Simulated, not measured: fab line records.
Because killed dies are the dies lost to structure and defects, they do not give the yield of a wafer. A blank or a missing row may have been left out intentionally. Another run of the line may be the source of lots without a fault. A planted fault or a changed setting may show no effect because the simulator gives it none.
Code-filled problem report in 8D (eight disciplines) form | flow sky130 | the parts of the form that need people (team, actions taken, sign-off) are left out

== 1. THE ISSUE ==
VIA3_W_RS at SKY_VIA3_RS_MEAS_22 reads a mean of 0.225 ohm/sq on 6 wafers of 2 lots; wafers without a fault read 0.294 ohm/sq with a standard deviation of 0.0045. Relative to the usual mean, that is a shift of -15 standard deviations.
The step: measures by four-point-probe.
Earliest sighting: wafer L724.1 on film_metro-02 at day 43 14:13. The record holds 27 wafers of 9 lots with a number at this step. Rule for "out" (also "out of limits"): further than 4 standard deviations from the usual mean. All remaining wafers that have a number are taken as sound.

== 2. WHAT IT IS; WHAT IT IS NOT ==
question                    | is                           | is not
which readings at this step | VIA3_W_RS                    | -
which lots                  | L724, L726                   | L716, L718, L723, L729, L730, L732, L736
which wafers of those lots  | all that have a number       | -
read on which gauges        | film_metro-02, film_metro-03 | film_metro-04
when                        | from day 43 14:13            | up to then (9 sound wafers); but 12 sound wafers of L729, L730, L732, L736 came after

== 3. THE SUSPECTS, EACH WITH WHAT RULES IT OUT ==
Counting: a tool at any process step up to the reading remains a suspect when it ran all the lots that are out and ran no sound lot after the first of those.
- the gauge at SKY_VIA3_RS_MEAS_22: ruled out. 2 gauges (film_metro-02, film_metro-03) read the wafers that are out.
- cvd_w-01 at SKY_VIA3_CVD_21 (deposits W, target thk 390 nm, time 117.31 s): kept. It processed each lot that is out, first L724 at day 43 14:06, and no sound lot thereafter; up to then, the last sound lot it processed was L723 at day 43 09:20.
After counting, what remains is cvd_w-01 at SKY_VIA3_CVD_21.

== 4. THE CAUSE (what the simulator had put in) ==
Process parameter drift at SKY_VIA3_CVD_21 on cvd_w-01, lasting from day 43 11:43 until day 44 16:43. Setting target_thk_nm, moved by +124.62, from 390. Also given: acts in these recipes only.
This tool alone remained once counting was done.

== 5. THE CHAIN OF EFFECTS, in route order ==
Each row: a reading whose mean over the struck wafers that have a number lies more than 3 standard deviations from the usual. Readings are gone through only where the record gives a usual standard deviation; hours: the median, over the lots, of the time from a lot's start at the first step in this table giving one to that lot's start at this step; sigmas: the change measured in usual standard deviations.
hours | step                 | reading            | usual        | on struck wafers | change | sigmas
0     | SKY_VIA3_RS_MEAS_22  | VIA3_W_RS          | 0.294 ohm/sq | 0.225            | -0.069 | -15
0     | SKY_VIA3_THK_MEAS_23 | VIA3_W_THK         | 381 nm       | 495              | +114   | +15
1     | SKY_VIA3_CMP_24      | time_to_endpoint_s | 95 s         | 125              | +30    | +6.2
Its process steps:
- SKY_VIA3_CMP_24: polishes, stops on SiO2, t overpolish 20 s, target thk 0 nm.

== 6. HOW IT WOULD HAVE BEEN CAUGHT EARLIER ==
The first out-of-limits reading at a measuring or inspecting step in this record came at day 43 14:13, 3 hours after the fault's start at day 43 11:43.
An alarm limit of 4 standard deviations would not have fired on the tool readings at SKY_VIA3_CVD_21 for which the record gives a usual standard deviation, since none of them was out on any struck wafer.
Lots out: 2; of these, L726 started SKY_VIA3_CVD_21 on cvd_w-01 after day 43 14:13. It would have been spared by a hold on the tool at that moment.
